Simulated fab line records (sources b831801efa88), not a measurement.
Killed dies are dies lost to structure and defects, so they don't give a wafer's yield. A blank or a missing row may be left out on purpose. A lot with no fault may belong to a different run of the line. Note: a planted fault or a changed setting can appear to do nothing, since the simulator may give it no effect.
fab line records -- flow sky130
record lots=13, wafers=39, lastDay=50
route steps=708 shown SONOS_TUNNEL@167 SD_P@327 LI_CONTACT@384 LOCAL_INTERCONNECT@389 PAD_OPEN@708
lots untouched by any fault: they come from a run of this same line in which no faults occurred
startH: start of the lot's first displayed wafer, in hours after the record's first day -- waitH: hours since the lot's step before -- " repeats the value in the row above -- L1.1+2: one row covering several wafers at once -- - no value present, or no start provided -- * or withheld: withheld -- < > ~ a bound
route shown NAME@n: names a module that has steps shown in the file, with the first one's number in the route -- usual: the fault-free wafers' mean and standard deviation -- same: alike in all rows -- chamber/n: place in a boat -- sites: per-site readings -- _std_site: how widely they spread, as a standard deviation -- _edge_site: inner sites' mean taken away from outer sites' mean -- radiusMm: how far each site lies from the wafer's centre -- mask NAME#n: copy n -- behind: tool/chamber where the wafer was last shaped -- hold: cause of the lot's hold/its duration in hours/its outcome -- device: names the non-switching transistor (n, p or np) -- end of line: the same wafers' tests at the end of the route -- a step given without rows: its recipe and nothing more -- killed: not the wafer's yield, but the dies lost to structure and defects at the first sort -- map: a wafer's dies, x killed, . not, _ none there
set.NAME: the run value of the setting; set.NAME@STEP: its run value at that earlier step -- model.NAME: the simulator's own value behind a step, which no gauge read
a sample of lots followed through the steps of the route, with each step as a table and each wafer as a row
services: when a tool's chamber went out of use (startH, in hours from the record's first day, below 0 if earlier), for how many hours, and the reason
## steps
# step SKY_SONOS_TUNNEL_CLEAN_13
# recipe chemistry=dHF, timeS=20, dilution=100:1, dry=ipaMarangoni
# usual runLengthS=49.6/2.3
lot.wafer,tool,chamber,startH,waitH,runLengthS
L355.2,wetBench-03,2,244.26,0.0,48.0
L355.3,wetBench-03,2,244.26,0.0,48.0
L355.6,wetBench-03,2,244.26,0.0,48.0
L356.2,wetBench-01,2,260.38,0.0,52.3
L356.3,wetBench-01,2,260.38,0.0,52.3
L356.6,wetBench-01,2,260.38,0.0,52.3
L357.1,wetBench-04,2,267.51,0.1,51.0
L357.5,wetBench-04,2,267.51,0.1,51.0
L357.6,wetBench-04,2,267.51,0.1,51.0
L358.2,wetBench-04,1,269.93,0.0,51.9
L358.4,wetBench-04,1,269.93,0.0,51.9
L358.6,wetBench-04,1,269.93,0.0,51.9
L359.1,wetBench-03,3,283.26,0.1,47.0
L359.3,wetBench-03,3,283.26,0.1,47.0
L359.5,wetBench-03,3,283.26,0.1,47.0
L361.3,wetBench-03,2,299.00,0.0,46.6
L361.4,wetBench-03,2,299.00,0.0,46.6
L361.5,wetBench-03,2,299.00,0.0,46.6
L365.3,wetBench-03,1,327.13,0.0,37.1
L365.5,wetBench-03,1,327.13,0.0,37.1
L365.6,wetBench-03,1,327.13,0.0,37.1
L369.3,wetBench-04,3,356.22,0.0,51.2
L369.4,wetBench-04,3,356.22,0.0,51.2
L369.6,wetBench-04,3,356.22,0.0,51.2
L374.3,wetBench-04,3,400.93,0.0,48.4
L374.5,wetBench-04,3,400.93,0.0,48.4
L374.6,wetBench-04,3,400.93,0.0,48.4
L375.1,wetBench-04,0,408.22,0.1,46.8
L375.2,wetBench-04,0,408.22,0.1,46.8
L375.3,wetBench-04,0,408.22,0.1,46.8
L376.3,wetBench-03,2,416.01,0.0,48.4
L376.4,wetBench-03,2,416.01,0.0,48.4
L376.5,wetBench-03,2,416.01,0.0,48.4
L377.1,wetBench-01,2,422.87,0.1,51.9
L377.3,wetBench-01,2,422.87,0.1,51.9
L377.6,wetBench-01,2,422.87,0.1,51.9
L378.1,wetBench-04,2,448.71,0.1,52.5
L378.2,wetBench-04,2,448.71,0.1,52.5
L378.4,wetBench-04,2,448.71,0.1,52.5
# step SKY_SD_P_CD_MEAS_07
# recipe targetCdNm=380
# usual cdNm=380.4/2.7
lot.wafer,tool,chamber,startH,waitH,cdNm
L355.2,cdSem-01,-,584.50,0.1,382.8
L355.3,cdSem-01,-,584.50,0.1,384.6
L355.6,cdSem-01,-,584.50,0.1,382.1
L356.2,cdSem-02,-,598.80,0.1,377.0
L356.3,cdSem-02,-,598.80,0.1,378.7
L356.6,cdSem-02,-,598.80,0.1,376.3
L357.1,cdSem-02,-,604.13,0.1,380.6
L357.5,cdSem-02,-,604.13,0.1,380.0
L357.6,cdSem-02,-,604.13,0.1,380.4
L358.2,cdSem-02,-,606.95,0.1,384.9
L358.4,cdSem-02,-,606.95,0.1,383.6
L358.6,cdSem-02,-,606.95,0.1,385.5
L359.1,cdSem-02,-,629.38,0.1,378.2
L359.3,cdSem-02,-,629.38,0.1,378.5
L359.5,cdSem-02,-,629.38,0.1,377.5
L361.3,cdSem-02,-,643.82,0.1,379.9
L361.4,cdSem-02,-,643.82,0.1,379.5
L361.5,cdSem-02,-,643.82,0.1,377.8
L365.3,cdSem-02,-,670.37,0.1,374.3
L365.5,cdSem-02,-,670.37,0.1,376.8
L365.6,cdSem-02,-,670.37,0.1,379.5
L369.3,cdSem-02,-,701.92,0.1,380.8
L369.4,cdSem-02,-,701.92,0.1,381.2
L369.6,cdSem-02,-,701.92,0.1,379.5
L374.3,cdSem-01,-,745.87,0.1,381.8
L374.5,cdSem-01,-,745.87,0.1,379.9
L374.6,cdSem-01,-,745.87,0.1,380.3
L375.1,cdSem-02,-,751.38,0.1,381.6
L375.2,cdSem-02,-,751.38,0.1,384.0
L375.3,cdSem-02,-,751.38,0.1,382.5
L376.3,cdSem-01,-,761.17,0.1,380.3
L376.4,cdSem-01,-,761.17,0.1,378.9
L376.5,cdSem-01,-,761.17,0.1,379.1
L377.1,cdSem-01,-,765.13,0.1,379.7
L377.3,cdSem-01,-,765.13,0.1,379.4
L377.6,cdSem-01,-,765.13,0.1,379.1
L378.1,cdSem-02,-,788.83,0.1,382.9
L378.2,cdSem-02,-,788.83,0.1,380.3
L378.4,cdSem-02,-,788.83,0.1,383.0
# step SKY_LI_CONTACT_RS_MEAS_22
# recipe thkMeasGauge=four-point-probe, reads=W_of_LI_CONTACT_CVD_21+TiN_of_LI_CONTACT_SPUTTER_20+Ti_of_LI_CONTACT_SPUTTER_19
# usual LI_CONTACT_W_RS=0.265/0.0043
lot.wafer,tool,chamber,startH,waitH,LI_CONTACT_W_RS[ohm/sq]
L355.2,filmMetro-01,-,674.89,0.1,0.260
L355.3,filmMetro-01,-,674.89,0.1,0.260
L355.6,filmMetro-01,-,674.89,0.1,0.261
L356.2,filmMetro-04,-,688.09,0.1,0.260
L356.3,filmMetro-04,-,688.09,0.1,0.259
L356.6,filmMetro-04,-,688.09,0.1,0.260
L357.1,filmMetro-04,-,693.47,0.1,0.260
L357.5,filmMetro-04,-,693.47,0.1,0.268
L357.6,filmMetro-04,-,693.47,0.1,0.262
L358.2,filmMetro-02,-,696.04,0.1,0.270
L358.4,filmMetro-02,-,696.04,0.1,0.261
L358.6,filmMetro-02,-,696.04,0.1,0.270
L359.1,filmMetro-02,-,716.53,0.1,0.261
L359.3,filmMetro-02,-,716.53,0.1,0.262
L359.5,filmMetro-02,-,716.53,0.1,0.272
L361.3,filmMetro-01,-,729.26,0.1,0.269
L361.4,filmMetro-01,-,729.26,0.1,0.264
L361.5,filmMetro-01,-,729.26,0.1,0.267
L365.3,filmMetro-04,-,757.04,0.1,0.262
L365.5,filmMetro-04,-,757.04,0.1,0.263
L365.6,filmMetro-04,-,757.04,0.1,0.269
L369.3,filmMetro-04,-,787.34,0.1,0.258
L369.4,filmMetro-04,-,787.34,0.1,0.266
L369.6,filmMetro-04,-,787.34,0.1,0.267
L374.3,filmMetro-01,-,828.77,0.1,0.261
L374.5,filmMetro-01,-,828.77,0.1,0.259
L374.6,filmMetro-01,-,828.77,0.1,0.268
L375.1,filmMetro-01,-,834.46,0.1,0.265
L375.2,filmMetro-01,-,834.46,0.1,0.258
L375.3,filmMetro-01,-,834.46,0.1,0.268
L376.3,filmMetro-02,-,842.07,0.1,0.265
L376.4,filmMetro-02,-,842.07,0.1,0.259
L376.5,filmMetro-02,-,842.07,0.1,0.260
L377.1,filmMetro-02,-,847.08,0.2,0.263
L377.3,filmMetro-02,-,847.08,0.2,0.263
L377.6,filmMetro-02,-,847.08,0.2,0.262
L378.1,filmMetro-04,-,869.64,0.1,0.267
L378.2,filmMetro-04,-,869.64,0.1,0.259
L378.4,filmMetro-04,-,869.64,0.1,0.270
# step SKY_LOCAL_INTERCONNECT_THK_MEAS_02
# recipe thkMeasGauge=xrf, reads=TiN_of_LOCAL_INTERCONNECT_SPUTTER_00
# usual LOCAL_INTERCONNECT_TIN_THK=99.4/1.4
lot.wafer,tool,chamber,startH,waitH,LOCAL_INTERCONNECT_TIN_THK[nm]
L355.2,filmMetro-04,-,675.55,0.1,99.5
L355.3,filmMetro-04,-,675.55,0.1,101.2
L355.6,filmMetro-04,-,675.55,0.1,100.7
L356.2,filmMetro-02,-,688.75,0.1,100.7
L356.3,filmMetro-02,-,688.75,0.1,99.7
L356.6,filmMetro-02,-,688.75,0.1,99.2
L357.1,filmMetro-03,-,694.13,0.1,98.4
L357.5,filmMetro-03,-,694.13,0.1,99.5
L357.6,filmMetro-03,-,694.13,0.1,98.9
L358.2,filmMetro-04,-,696.70,0.1,101.0
L358.4,filmMetro-04,-,696.70,0.1,100.9
L358.6,filmMetro-04,-,696.70,0.1,100.1
L359.1,filmMetro-02,-,717.19,0.1,99.3
L359.3,filmMetro-02,-,717.19,0.1,99.4
L359.5,filmMetro-02,-,717.19,0.1,101.3
L361.3,filmMetro-04,-,729.91,0.1,99.3
L361.4,filmMetro-04,-,729.91,0.1,99.0
L361.5,filmMetro-04,-,729.91,0.1,99.2
L365.3,filmMetro-03,-,757.68,0.1,99.9
L365.5,filmMetro-03,-,757.68,0.1,99.8
L365.6,filmMetro-03,-,757.68,0.1,100.3
L369.3,filmMetro-04,-,787.98,0.1,98.9
L369.4,filmMetro-04,-,787.98,0.1,100.1
L369.6,filmMetro-04,-,787.98,0.1,98.7
L374.3,filmMetro-03,-,829.42,0.1,98.8
L374.5,filmMetro-03,-,829.42,0.1,98.8
L374.6,filmMetro-03,-,829.42,0.1,98.9
L375.1,filmMetro-04,-,835.13,0.1,99.7
L375.2,filmMetro-04,-,835.13,0.1,98.7
L375.3,filmMetro-04,-,835.13,0.1,98.7
L376.3,filmMetro-04,-,842.71,0.1,98.9
L376.4,filmMetro-04,-,842.71,0.1,100.5
L376.5,filmMetro-04,-,842.71,0.1,99.8
L377.1,filmMetro-04,-,847.75,0.1,101.5
L377.3,filmMetro-04,-,847.75,0.1,102.2
L377.6,filmMetro-04,-,847.75,0.1,101.3
L378.1,filmMetro-04,-,870.30,0.1,98.1
L378.2,filmMetro-04,-,870.30,0.1,98.8
L378.4,filmMetro-04,-,870.30,0.1,98.0
# step SKY_PAD_OPEN_PROBE_99
# usual killed_at_M0_to_M3=45/6.8, killed_at_M4_up=3.0/1.7, killedAtContacts=25/5.7, killedAtFrontEnd=15/4.6, killedAtOther=0.3/0.66, killedDies=88/9.5, killedOpen=48/7.3, killedShort=39/6.5
# same grossDies=492, killedAtBackSide=0
lot.wafer,tool,chamber,startH,waitH,killed_at_M0_to_M3,killed_at_M4_up,killedAtContacts,killedAtFrontEnd,killedAtOther,killedDies,killedOpen,killedShort
L355.2,prober-01,-,1071.65,0.1,49,3,14,19,0,85,47,38
L355.3,prober-01,-,1071.70,0.2,40,3,21,19,1,84,42,41
L355.6,prober-01,-,1071.85,0.2,39,4,16,26,0,85,53,31
L356.2,prober-02,-,1081.89,0.1,65,3,13,18,1,100,55,44
L356.3,prober-02,-,1081.94,0.2,57,4,30,11,0,102,64,37
L356.6,prober-02,-,1082.09,0.2,50,2,25,18,0,95,60,35
L357.1,prober-01,-,1088.20,0.1,47,5,21,26,0,99,59,40
L357.5,prober-01,-,1088.40,0.2,42,3,18,15,0,78,43,34
L357.6,prober-01,-,1088.45,0.2,44,1,25,7,1,78,43,34
L358.2,prober-01,-,1088.63,0.1,42,2,22,19,0,85,48,37
L358.4,prober-01,-,1088.73,0.2,43,2,19,14,0,78,42,35
L358.6,prober-01,-,1088.83,0.2,34,1,21,13,0,69,41,27
L359.1,prober-02,-,1104.51,0.1,44,2,24,27,1,98,48,50
L359.3,prober-02,-,1104.61,0.2,50,5,35,18,0,108,59,49
L359.5,prober-02,-,1104.71,0.2,43,1,28,10,0,82,45,37
L361.3,prober-02,-,1112.16,0.2,40,1,16,21,0,78,43,35
L361.4,prober-02,-,1112.21,0.2,32,3,18,19,0,72,37,34
L361.5,prober-02,-,1112.26,0.2,43,3,28,16,0,90,45,45
L365.3,prober-02,-,1133.37,0.2,41,3,25,14,0,83,51,32
L365.5,prober-02,-,1133.47,0.2,37,3,21,22,0,83,47,36
L365.6,prober-02,-,1133.52,0.2,43,1,18,11,1,74,41,33
L369.3,prober-02,-,1154.20,0.2,38,0,21,18,0,77,41,36
L369.4,prober-02,-,1154.25,0.2,33,0,27,16,0,76,40,36
L369.6,prober-02,-,1154.35,0.2,56,0,20,17,1,94,59,35
L374.3,prober-01,-,1181.75,0.2,50,3,25,21,1,100,58,40
L374.5,prober-01,-,1181.85,0.2,45,3,16,12,0,76,40,36
L374.6,prober-01,-,1181.90,0.2,54,6,20,16,0,96,53,43
L375.1,prober-02,-,1185.91,0.1,40,5,17,9,1,72,27,44
L375.2,prober-02,-,1185.96,0.1,46,2,23,19,0,90,51,38
L375.3,prober-02,-,1186.01,0.2,46,2,28,11,0,87,44,43
L376.3,prober-01,-,1191.00,0.2,47,6,29,11,0,93,55,38
L376.4,prober-01,-,1191.05,0.2,51,4,26,8,1,90,45,45
L376.5,prober-01,-,1191.10,0.2,63,2,32,11,0,108,61,47
L377.1,prober-01,-,1193.34,0.1,63,2,28,13,1,107,64,42
L377.3,prober-01,-,1193.44,0.2,45,4,32,11,1,93,45,47
L377.6,prober-01,-,1193.59,0.2,45,2,31,9,0,87,56,30
L378.1,prober-02,-,1205.81,0.1,51,2,24,8,0,85,48,37
L378.2,prober-02,-,1205.86,0.1,54,1,20,20,0,95,62,33
L378.4,prober-02,-,1205.96,0.2,44,2,18,14,0,78,49,29
# killed by level:class
L355.2 VIA1:geometricParticle:open=13 FIELD_ISO:geometricParticle:short=6 METAL2:geometricParticle:short=6 VIA2:geometricParticle:open=5 POLY_GATE:geometricParticle:open=4 CONTACT:geometricParticle:short=4 CONTACT:geometricParticle:open=4 METAL1:geometricParticle:short=4
L355.3 VIA1:geometricParticle:open=10 FIELD_ISO:geometricParticle:open=7 CONTACT:geometricParticle:open=7 VIA1:geometricParticle:short=7 POLY_GATE:geometricParticle:short=5 CONTACT:geometricParticle:short=5 LI_CONTACT:geometricParticle:open=4 LOCAL_INTERCONNECT:geometricParticle:short=4
L355.6 VIA1:geometricParticle:open=10 FIELD_ISO:geometricParticle:open=9 VIA3:geometricParticle:open=8 CONTACT:geometricParticle:open=6 POLY_GATE:geometricParticle:open=5 LI_CONTACT:geometricParticle:open=5 FIELD_ISO:geometricParticle:short=4 VIA3:geometricParticle:short=4
L356.2 VIA1:geometricParticle:open=14 VIA3:geometricParticle:open=12 METAL1:geometricParticle:short=12 METAL2:geometricParticle:short=9 POLY_GATE:geometricParticle:open=5 CONTACT:geometricParticle:open=5 VIA2:geometricParticle:open=5 POLY_GATE:geometricParticle:short=4
L356.3 VIA1:geometricParticle:open=16 CONTACT:geometricParticle:open=13 VIA3:geometricParticle:open=10 VIA2:geometricParticle:open=8 LI_CONTACT:geometricParticle:open=7 VIA1:geometricParticle:short=6 LI_CONTACT:geometricParticle:short=5 METAL1:geometricParticle:short=5
L356.6 VIA3:geometricParticle:open=13 CONTACT:geometricParticle:open=12 VIA2:geometricParticle:open=11 VIA1:geometricParticle:open=10 SPACER:geometricParticle:open=5 LOCAL_INTERCONNECT:geometricParticle:short=5 FIELD_ISO:geometricParticle:short=4 LI_CONTACT:geometricParticle:open=4
L357.1 CONTACT:geometricParticle:open=11 VIA2:geometricParticle:open=10 VIA1:geometricParticle:open=9 METAL2:geometricParticle:short=8 FIELD_ISO:geometricParticle:open=6 POLY_GATE:geometricParticle:open=6 FIELD_ISO:geometricParticle:short=5 VIA1:geometricParticle:short=5
L357.5 VIA1:geometricParticle:open=10 LI_CONTACT:geometricParticle:open=9 VIA3:geometricParticle:open=8 METAL2:geometricParticle:short=6 FIELD_ISO:geometricParticle:short=5 CONTACT:geometricParticle:open=5 VIA1:geometricParticle:short=4 VIA3:geometricParticle:short=4
L357.6 VIA1:geometricParticle:open=11 CONTACT:geometricParticle:open=9 CONTACT:geometricParticle:short=8 VIA3:geometricParticle:open=8 LI_CONTACT:geometricParticle:open=5 VIA2:geometricParticle:open=5 METAL1:geometricParticle:short=4 VIA2:geometricParticle:short=4
L358.2 VIA1:geometricParticle:open=16 LI_CONTACT:geometricParticle:open=9 CONTACT:geometricParticle:open=6 VIA1:geometricParticle:short=6 FIELD_ISO:geometricParticle:open=5 METAL1:geometricParticle:short=5 FIELD_ISO:geometricParticle:short=4 POLY_GATE:geometricParticle:short=4
L358.4 VIA1:geometricParticle:open=11 CONTACT:geometricParticle:open=7 METAL1:geometricParticle:short=6 VIA3:geometricParticle:open=6 FIELD_ISO:geometricParticle:open=5 FIELD_ISO:geometricParticle:short=4 VIA2:geometricParticle:open=4 VIA2:geometricParticle:short=4
L358.6 VIA1:geometricParticle:open=8 LI_CONTACT:geometricParticle:open=7 CONTACT:geometricParticle:open=6 VIA3:geometricParticle:open=6 FIELD_ISO:geometricParticle:open=5 FIELD_ISO:geometricParticle:short=4 VIA1:geometricParticle:short=4 LOCAL_INTERCONNECT:geometricParticle:short=4
L359.1 VIA1:geometricParticle:open=8 CONTACT:geometricParticle:short=7 CONTACT:geometricParticle:open=7 VIA2:geometricParticle:open=7 FIELD_ISO:geometricParticle:open=6 POLY_GATE:geometricParticle:short=6 METAL2:geometricParticle:short=6 METAL1:geometricParticle:short=5
L359.3 LI_CONTACT:geometricParticle:open=11 CONTACT:geometricParticle:open=11 VIA3:geometricParticle:open=9 LOCAL_INTERCONNECT:geometricParticle:short=9 VIA1:geometricParticle:open=8 POLY_GATE:geometricParticle:open=7 METAL2:geometricParticle:short=7 POLY_GATE:geometricParticle:short=6
L359.5 VIA2:geometricParticle:open=13 CONTACT:geometricParticle:open=11 METAL2:geometricParticle:short=8 METAL1:geometricParticle:short=5 LI_CONTACT:geometricParticle:open=5 LOCAL_INTERCONNECT:geometricParticle:short=5 CONTACT:geometricParticle:short=5 VIA3:geometricParticle:open=5
L361.3 VIA1:geometricParticle:open=11 VIA1:geometricParticle:short=7 FIELD_ISO:geometricParticle:open=6 LI_CONTACT:geometricParticle:open=6 POLY_GATE:geometricParticle:open=5 METAL2:geometricParticle:short=5 VIA3:geometricParticle:open=5 FIELD_ISO:geometricParticle:short=4
L361.4 LI_CONTACT:geometricParticle:open=9 METAL1:geometricParticle:short=8 VIA1:geometricParticle:open=7 FIELD_ISO:geometricParticle:short=5 POLY_GATE:geometricParticle:open=5 VIA2:geometricParticle:open=5 FIELD_ISO:geometricParticle:open=4 VIA1:geometricParticle:short=4
L361.5 CONTACT:geometricParticle:open=10 METAL1:geometricParticle:short=7 VIA2:geometricParticle:open=6 POLY_GATE:geometricParticle:short=6 CONTACT:geometricParticle:short=6 VIA3:geometricParticle:open=6 FIELD_ISO:geometricParticle:open=5 LI_CONTACT:geometricParticle:open=5
L365.3 CONTACT:geometricParticle:open=13 VIA1:geometricParticle:open=10 VIA3:geometricParticle:open=7 CONTACT:geometricParticle:short=5 METAL2:geometricParticle:short=5 POLY_GATE:geometricParticle:short=4 METAL2:geometricParticle:open=4 VIA2:geometricParticle:open=4
L365.5 CONTACT:geometricParticle:open=11 VIA1:geometricParticle:open=8 FIELD_ISO:geometricParticle:short=5 POLY_GATE:geometricParticle:open=5 VIA3:geometricParticle:open=5 METAL1:geometricParticle:short=4 METAL2:geometricParticle:short=4 FIELD_ISO:geometricParticle:open=3
L365.6 CONTACT:geometricParticle:open=9 VIA1:geometricParticle:open=8 METAL2:geometricParticle:short=7 LI_CONTACT:geometricParticle:open=5 VIA3:geometricParticle:open=5 VIA2:geometricParticle:open=5 FIELD_ISO:geometricParticle:open=4 METAL1:geometricParticle:short=4
L369.3 VIA2:geometricParticle:open=8 VIA1:geometricParticle:short=8 CONTACT:geometricParticle:open=7 VIA1:geometricParticle:open=7 FIELD_ISO:geometricParticle:short=5 LI_CONTACT:geometricParticle:open=5 LOCAL_INTERCONNECT:geometricParticle:short=5 VIA3:geometricParticle:open=5
L369.4 CONTACT:geometricParticle:open=10 METAL1:geometricParticle:short=7 LI_CONTACT:geometricParticle:open=7 VIA2:geometricParticle:open=7 VIA1:geometricParticle:open=6 LOCAL_INTERCONNECT:geometricParticle:short=5 CONTACT:geometricParticle:short=5 FIELD_ISO:geometricParticle:short=4
L369.6 VIA1:geometricParticle:open=13 VIA3:geometricParticle:open=10 LI_CONTACT:geometricParticle:open=8 VIA2:geometricParticle:open=7 METAL1:geometricParticle:short=7 CONTACT:geometricParticle:open=6 VIA1:geometricParticle:short=6 FIELD_ISO:geometricParticle:open=4
L374.3 VIA2:geometricParticle:open=12 VIA1:geometricParticle:open=12 LI_CONTACT:geometricParticle:open=11 FIELD_ISO:geometricParticle:open=8 METAL2:geometricParticle:short=6 CONTACT:geometricParticle:short=5 CONTACT:geometricParticle:open=5 VIA1:geometricParticle:short=5
L374.5 VIA2:geometricParticle:open=10 VIA1:geometricParticle:open=8 FIELD_ISO:geometricParticle:short=6 METAL1:geometricParticle:short=6 CONTACT:geometricParticle:open=6 FIELD_ISO:geometricParticle:open=5 VIA1:geometricParticle:short=5 VIA2:geometricParticle:short=4
L374.6 FIELD_ISO:geometricParticle:open=9 VIA3:geometricParticle:open=9 LI_CONTACT:geometricParticle:open=8 CONTACT:geometricParticle:open=7 VIA1:geometricParticle:open=7 METAL1:geometricParticle:short=7 METAL2:geometricParticle:short=6 VIA2:geometricParticle:open=6
L375.1 VIA1:geometricParticle:open=8 VIA1:geometricParticle:short=8 VIA3:geometricParticle:open=7 CONTACT:geometricParticle:open=6 LOCAL_INTERCONNECT:geometricParticle:short=5 METAL1:geometricParticle:short=5 FIELD_ISO:geometricParticle:short=4 CONTACT:geometricParticle:short=4
L375.2 CONTACT:geometricParticle:open=12 VIA1:geometricParticle:open=10 VIA3:geometricParticle:open=9 FIELD_ISO:geometricParticle:open=5 METAL2:geometricParticle:short=5 VIA2:geometricParticle:short=5 POLY_GATE:geometricParticle:open=4 LI_CONTACT:geometricParticle:open=4
L375.3 CONTACT:geometricParticle:open=14 CONTACT:geometricParticle:short=9 METAL1:geometricParticle:short=8 VIA1:geometricParticle:open=7 VIA1:geometricParticle:short=6 METAL2:geometricParticle:short=5 VIA3:geometricParticle:open=5 FIELD_ISO:geometricParticle:open=4
L376.3 VIA1:geometricParticle:open=15 CONTACT:geometricParticle:open=14 LI_CONTACT:geometricParticle:open=8 VIA1:geometricParticle:short=7 METAL1:geometricParticle:short=6 VIA2:geometricParticle:short=6 VIA2:geometricParticle:open=5 FIELD_ISO:geometricParticle:open=4
L376.4 VIA1:geometricParticle:open=14 CONTACT:geometricParticle:short=8 CONTACT:geometricParticle:open=7 METAL1:geometricParticle:short=7 VIA1:geometricParticle:short=7 LI_CONTACT:geometricParticle:open=5 VIA3:geometricParticle:open=5 LOCAL_INTERCONNECT:geometricParticle:short=5
L376.5 VIA1:geometricParticle:open=15 LI_CONTACT:geometricParticle:open=9 CONTACT:geometricParticle:short=8 VIA2:geometricParticle:open=8 VIA3:geometricParticle:open=8 CONTACT:geometricParticle:open=7 LOCAL_INTERCONNECT:geometricParticle:short=6 VIA2:geometricParticle:short=5
L377.1 VIA1:geometricParticle:open=19 VIA2:geometricParticle:open=10 CONTACT:geometricParticle:open=9 VIA1:geometricParticle:short=8 CONTACT:geometricParticle:short=8 LI_CONTACT:geometricParticle:open=6 METAL2:geometricParticle:short=6 VIA3:geometricParticle:open=6
L377.3 CONTACT:geometricParticle:open=8 METAL1:geometricParticle:short=8 VIA1:geometricParticle:open=8 CONTACT:geometricParticle:short=7 LOCAL_INTERCONNECT:geometricParticle:short=7 LI_CONTACT:geometricParticle:open=6 METAL2:geometricParticle:short=6 VIA3:geometricParticle:open=6
L377.6 VIA1:geometricParticle:open=13 CONTACT:geometricParticle:open=11 LI_CONTACT:geometricParticle:open=8 VIA3:geometricParticle:open=6 VIA2:geometricParticle:open=6 METAL1:geometricParticle:short=5 METAL2:geometricParticle:short=5 LOCAL_INTERCONNECT:geometricParticle:short=4
L378.1 VIA1:geometricParticle:open=17 LI_CONTACT:geometricParticle:open=8 CONTACT:geometricParticle:open=6 METAL2:geometricParticle:short=6 VIA2:geometricParticle:open=5 LOCAL_INTERCONNECT:geometricParticle:short=4 METAL1:geometricParticle:short=4 VIA1:geometricParticle:short=4
L378.2 VIA1:geometricParticle:open=21 VIA2:geometricParticle:open=11 POLY_GATE:geometricParticle:open=8 LI_CONTACT:geometricParticle:open=7 POLY_GATE:geometricParticle:short=6 CONTACT:geometricParticle:open=6 METAL1:geometricParticle:short=4 METAL2:geometricParticle:short=4
L378.4 VIA1:geometricParticle:open=14 VIA3:geometricParticle:open=9 LI_CONTACT:geometricParticle:open=8 METAL2:geometricParticle:short=6 VIA1:geometricParticle:short=5 FIELD_ISO:geometricParticle:open=4 POLY_GATE:geometricParticle:short=3 POLY_GATE:geometricParticle:open=3
## services
tool,chamber,startH,hours,kind
wetBench-04,-,325.16,1.4,repair
wetBench-04,-,401.28,2.6,repair
## key
firstSign step=SKY_SONOS_TUNNEL_CLEAN_13, reading=runLengthS, direction=down, sigmas=5.3, usual=*, struck=*
effect none on later readings
metAt SKY_SONOS_TUNNEL_CLEAN_13
struckLots L365
struckWafers L365.3,L365.5,L365.6
testerLeftOut L365
notActingAt SKY_SD_P_CD_MEAS_07,SKY_LI_CONTACT_RS_MEAS_22,SKY_LOCAL_INTERCONNECT_THK_MEAS_02
fault kind=processParameterDrift, tool=wetBench-03, chamber=1, onsetH=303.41, steps=SKY_SONOS_TUNNEL_CLEAN_13, channel=timeS, offset=*, shape=step, endH=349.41, actsIn=*, stated=*
# testerLeftOut: of these lots the tester's yield and bins aren't shown, on N5 and GAA mostly nor the transistor test; their killed dies are dies lost to structure and defects alone, not to doping, threshold or leakage, so they don't give the yield
